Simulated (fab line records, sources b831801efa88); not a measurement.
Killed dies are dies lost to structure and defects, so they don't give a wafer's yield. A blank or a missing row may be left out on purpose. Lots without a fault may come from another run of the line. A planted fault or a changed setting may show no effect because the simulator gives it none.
Problem report in the 8D (eight disciplines) form, filled by code | flow gf180mcu | the parts of the form that need people (team, actions taken, sign-off) are left out

1. THE PROBLEM
V3_W_RS at GF_V3_RS_MEAS_24 reads a mean of 0.249 ohm/sq on 4 wafers of 3 lots; wafers without a fault read 0.325 ohm/sq with a standard deviation of 0.0067. That is -11 standard deviations from the usual mean.
The step: measures by four-point-probe.
First seen on wafer L786.1, day 24 08:04, on film_metro-03. The record holds 31 wafers of 11 lots with a number at this step. Rule for "out", or "out of limits": more than 4 standard deviations from the usual mean. The other wafers with a number count as sound.

2. WHAT IT IS AND WHAT IT IS NOT
question                    | is                                          | is not
which readings at this step | V3_W_RS                                     | -
which lots                  | L786, L789, L790                            | L782, L793, L798, L799, L800, L801, L803, L804
which wafers of those lots  | L786.1, L786.5, L789.1, L790.5              | L789.4, L790.3, L790.6
read on which gauges        | film_metro-01, film_metro-02, film_metro-03 | -
when                        | from day 24 08:04                           | up to then (3 sound wafers); but 24 sound wafers of L789, L790, L793, L798, L799, L800, L801, L803, L804 came after

3. SUSPECTS, AND WHAT RULES EACH OUT
Counting: a tool at a process step up to the reading stays a suspect if it ran every lot that is out. Sound lots after the first of them don't rule it out here, since some wafers of a struck lot are sound.
- the gauge at GF_V3_RS_MEAS_24: ruled out. The wafers that are out were read on 3 gauges (film_metro-01, film_metro-02, film_metro-03).
- cvd_w-01 at GF_V3_CVD_23 (deposits W, target thk 350 nm, time 104.9 s): kept. It ran every lot that is out, first L786 (day 24 07:58).
Left after counting: cvd_w-01 at GF_V3_CVD_23.

4. THE CAUSE (what the simulator had put in)
Process parameter drift: cvd_w-01, from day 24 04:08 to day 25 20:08, at GF_V3_CVD_23. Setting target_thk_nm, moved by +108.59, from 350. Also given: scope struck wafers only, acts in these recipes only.
Counting left only this tool.

5. THE CHAIN OF EFFECTS, in route order
Each row: a reading whose mean over the struck wafers that have a number lies more than 3 standard deviations from the usual. Only readings for which the record gives a usual standard deviation are gone through. hours: the time from each lot's start at the first step in this table that gives one to its start at this step, as a median over the lots. sigmas: the change in usual standard deviations.
hours | step              | reading            | usual        | on struck wafers | change | sigmas
0     | GF_V3_RS_MEAS_24  | V3_W_RS            | 0.325 ohm/sq | 0.249            | -0.076 | -11
5     | GF_V3_THK_MEAS_25 | V3_W_THK           | 358 nm       | 470              | +112   | +15
13    | GF_V3_CMP_26      | time_to_endpoint_s | 84 s         | 109              | +25    | +7.2
The process steps in it:
- GF_V3_CMP_26: polishes, stops on SiO2, t overpolish 15 s, target thk 0 nm.
Later measuring or inspecting steps at which every struck wafer that the step has a row for has a number for every such reading, and none has moved that far: GF_M4_RS_MEAS_05.

6. WHAT WOULD HAVE CAUGHT IT SOONER
In this record the first reading out of limits at a measuring or inspecting step was taken at day 24 08:04, 4 hours after the fault began at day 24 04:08.
Of the tool readings at GF_V3_CVD_23 for which the record gives a usual standard deviation, none was out on any struck wafer, so an alarm limit of 4 standard deviations on them would not have fired.
Of the lots that are out (3), L789, L790 began GF_V3_CVD_23 on cvd_w-01 after day 24 08:04. A hold on the tool at that time would have spared those 2.
